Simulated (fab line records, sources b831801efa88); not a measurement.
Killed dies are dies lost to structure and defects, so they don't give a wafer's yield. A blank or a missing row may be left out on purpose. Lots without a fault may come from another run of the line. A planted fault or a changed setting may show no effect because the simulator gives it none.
Which tool did it? | flow sky130 | 6 lots, 18 wafers sampled, at 2 steps of a route of 708

WHAT THE GAUGES READ, wafer by wafer
SKY_VT_ADJUST_HVTR_OVL_MEAS_08.
lot  | measured     | on         | VT_ADJUST_HVTR_OVL (nm)
L179 | day 10 02:52 | overlay-01 | 0.3 -1.5 1.2
L180 | day 10 07:59 | overlay-01 | 2.0 2.0 0.4
L182 | day 11 05:15 | overlay-02 | -0.9 0.5 0.8
L191 | day 13 22:19 | overlay-02 | 0.3 0.4 0.8
L194 | day 14 23:05 | overlay-02 | 0.6 -1.3 -0.7
L195 | day 15 13:17 | overlay-01 | 1.3 -2.2 0.1

WHICH TOOL RAN EACH LOT (tool, then ch and the chambers of the sampled wafers, then the start)
lot  | SKY_VT_ADJUST_NCORE_STRIP_10
L179 | plasma_asher-03 ch 0,1, day 9 04:35
L180 | plasma_asher-02 ch 1, day 9 09:26
L182 | plasma_asher-02 ch 0,1, day 10 07:25
L191 | plasma_asher-03 ch 0, day 12 20:41
L194 | plasma_asher-03 ch 0,1, day 13 21:19
L195 | plasma_asher-02 ch 0,1, day 14 10:19
- SKY_VT_ADJUST_NCORE_STRIP_10: strips in O2/N2.

THE ANSWER, worked out from the rows above alone
Rule: what is usual is taken from the lots themselves. Put in order of their means at a reading, lots are off if they are a third of the lots or fewer, leave a main group of 4 or more, and stand apart from it by a gap of 3 or more times the standard deviation of the main group's means; of several such gaps the widest counts. A main group whose means are all the same, to the digits that the tables above print for the reading, isn't used. A lot without any number at a reading at which 4 lots or more have one is off too. The other lots that the step has rows for count as sound.
No lot is off at any reading shown: from this, nothing can be told.

WHAT THE SIMULATOR HAD PUT IN
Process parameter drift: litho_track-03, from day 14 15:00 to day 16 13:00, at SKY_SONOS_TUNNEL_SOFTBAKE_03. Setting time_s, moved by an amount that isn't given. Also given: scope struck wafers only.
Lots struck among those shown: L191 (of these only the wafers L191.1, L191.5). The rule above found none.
